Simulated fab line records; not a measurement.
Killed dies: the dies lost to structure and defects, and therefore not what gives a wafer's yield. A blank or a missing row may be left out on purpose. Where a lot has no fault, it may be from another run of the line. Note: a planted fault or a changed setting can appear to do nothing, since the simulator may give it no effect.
Check of tool commonality	flow gf180mcu	45 wafers sampled across 15 lots

== WHAT PROMPTED THE OPENING ==
At GF_M1_RS_MEAS_05 the reading M1_ALCU_RS is flagged on 3 of 15 lots. Wafers without a fault read 0.0693 ohm/sq, standard deviation 0.00067.
Rule: a lot is flagged when every wafer of it that has a number lies more than 4 standard deviations from that mean, or none has a number. As for the other lots, they are considered sound.

lot	measured	on	M1_ALCU_RS (ohm/sq), wafer by wafer	flag
L306	day 16 06:16	film metro-04	0.0693 0.0696 0.0688	
L308	day 17 03:11	film metro-04	7.1352 7.0749 7.0969	FLAGGED
L309	day 17 07:45	film metro-01	7.2135 7.2004 7.2018	FLAGGED
L310	day 17 21:20	film metro-04	7.1126 7.1280 7.1258	FLAGGED
L311	day 18 00:07	film metro-04	0.0704 0.0699 0.0698	
L315	day 20 00:53	film metro-03	0.0699 0.0692 0.0700	
L317	day 21 00:38	film metro-01	0.0678 0.0687 0.0686	
L318	day 21 08:45	film metro-01	0.0689 0.0694 0.0694	
L319	day 21 17:34	film metro-04	0.0691 0.0691 0.0692	
L321	day 22 04:25	film metro-03	0.0689 0.0689 0.0692	
L320	day 22 05:50	film metro-01	0.0692 0.0692 0.0706	
L322	day 22 08:30	film metro-01	0.0683 0.0681 0.0683	
L325	day 23 09:28	film metro-04	0.0689 0.0693 0.0697	
L328	day 24 11:54	film metro-01	0.0689 0.0693 0.0687	
L329	day 24 15:16	film metro-03	0.0690 0.0689 0.0694	
Averaged over the flagged lots the numbers come to 7.1432 ohm/sq, +7.0739 ohm/sq from the usual (+99 or more standard deviations).

== TOOL THAT RAN EACH LOT ==
The record holds 3 process steps before the reading, out of a route of 602 steps. Every cell lists first the tool, next ch and the chambers used by the sampled wafers, and last the start.
lot	flag	GF_CONTACT_CMP_04	GF_CONTACT_CVD_24	GF_M1_SPUTTER_02
L306		cmp-02 ch 1,2,3, day 15 05:43	cvd w-02 ch 0,1, day 16 05:26	pvd sputter-02, day 16 06:09
L308	FLAGGED	cmp-02 ch 1,3, day 16 02:17	cvd w-02 ch 0, day 17 02:22	pvd sputter-01, day 17 03:04
L309	FLAGGED	cmp-02 ch 0,2, day 16 07:10	cvd w-02 ch 0,1, day 17 06:57	pvd sputter-02, day 17 07:40
L310	FLAGGED	cmp-01 ch 0,1, day 16 19:51	cvd w-01 ch 0,1, day 17 20:31	pvd sputter-02, day 17 21:13
L311		cmp-02 ch 0,2, day 16 22:29	cvd w-01 ch 0, day 17 23:18	pvd sputter-02, day 18 00:01
L315		cmp-02 ch 0,2,3, day 18 22:08	cvd w-01 ch 1, day 20 00:04	pvd sputter-03, day 20 00:47
L317		cmp-01 ch 0,1,3, day 19 22:53	cvd w-01 ch 0,1, day 20 23:49	pvd sputter-01, day 21 00:32
L318		cmp-01 ch 1,2,3, day 20 06:42	cvd w-02 ch 0,1, day 21 07:57	pvd sputter-01, day 21 08:40
L319		cmp-01 ch 0,2,3, day 20 15:30	cvd w-01 ch 0,1, day 21 16:44	pvd sputter-02, day 21 17:27
L321		cmp-02 ch 0,2, day 21 03:00	cvd w-02 ch 0,1, day 22 03:36	pvd sputter-01, day 22 04:19
L320		cmp-01 ch 0,1, day 21 04:01	cvd w-02 ch 0,1, day 22 05:01	pvd sputter-03, day 22 05:43
L322		cmp-01 ch 0,2,3, day 21 07:28	cvd w-02 ch 0,1, day 22 07:36	pvd sputter-01, day 22 08:23
L325		cmp-02 ch 1,2, day 22 07:40	cvd w-02 ch 0,1, day 23 08:40	pvd sputter-02, day 23 09:22
L328		cmp-01 ch 1,2,3, day 23 11:37	cvd w-01 ch 0,1, day 24 11:05	pvd sputter-01, day 24 11:46
L329		cmp-02 ch 0,1,2, day 23 15:07	cvd w-01 ch 1, day 24 14:27	pvd sputter-02, day 24 15:10
What these steps do:
- GF_CONTACT_CMP_04: polishes SiO2.
- GF_CONTACT_CVD_24: deposits W, target thk 300 nm, time 90.339 s.
- GF_M1_SPUTTER_02: material AlCu, target thk 450 nm, time 23.9 s.
- GF_M1_RS_MEAS_05: measures by four-point-probe.

== FLAGGED OVER TOTAL, TOOL BY TOOL (the gauges that took the reading come last) ==
step	tool	lots run	flagged	share of the flagged lots	sound lots run after its first flagged lot
GF_CONTACT_CMP_04	cmp-01	7	1	some	6 (L317,L318,L319,L320,L322,L328)
GF_CONTACT_CMP_04	cmp-02	8	2	some	5 (L311,L315,L321,L325,L329)
GF_CONTACT_CVD_24	cvd w-01	7	1	some	6 (L311,L315,L317,L319,L328,L329)
GF_CONTACT_CVD_24	cvd w-02	8	2	some	5 (L318,L321,L320,L322,L325)
GF_M1_SPUTTER_02	pvd sputter-01	6	1	some	5 (L317,L318,L321,L322,L328)
GF_M1_SPUTTER_02	pvd sputter-02	7	2	some	4 (L311,L319,L325,L329)
GF_M1_SPUTTER_02	pvd sputter-03	2	0	none	-
GF_M1_RS_MEAS_05	film metro-01	6	1	some	5 (L317,L318,L320,L322,L328)
GF_M1_RS_MEAS_05	film metro-03	3	0	none	-
GF_M1_RS_MEAS_05	film metro-04	6	2	some	3 (L311,L319,L325)

== WHAT IS ALLOWED BY THE TABLE ==
No row of the table ran every flagged lot.

== WHAT HAD BEEN PUT IN BY THE SIMULATOR ==
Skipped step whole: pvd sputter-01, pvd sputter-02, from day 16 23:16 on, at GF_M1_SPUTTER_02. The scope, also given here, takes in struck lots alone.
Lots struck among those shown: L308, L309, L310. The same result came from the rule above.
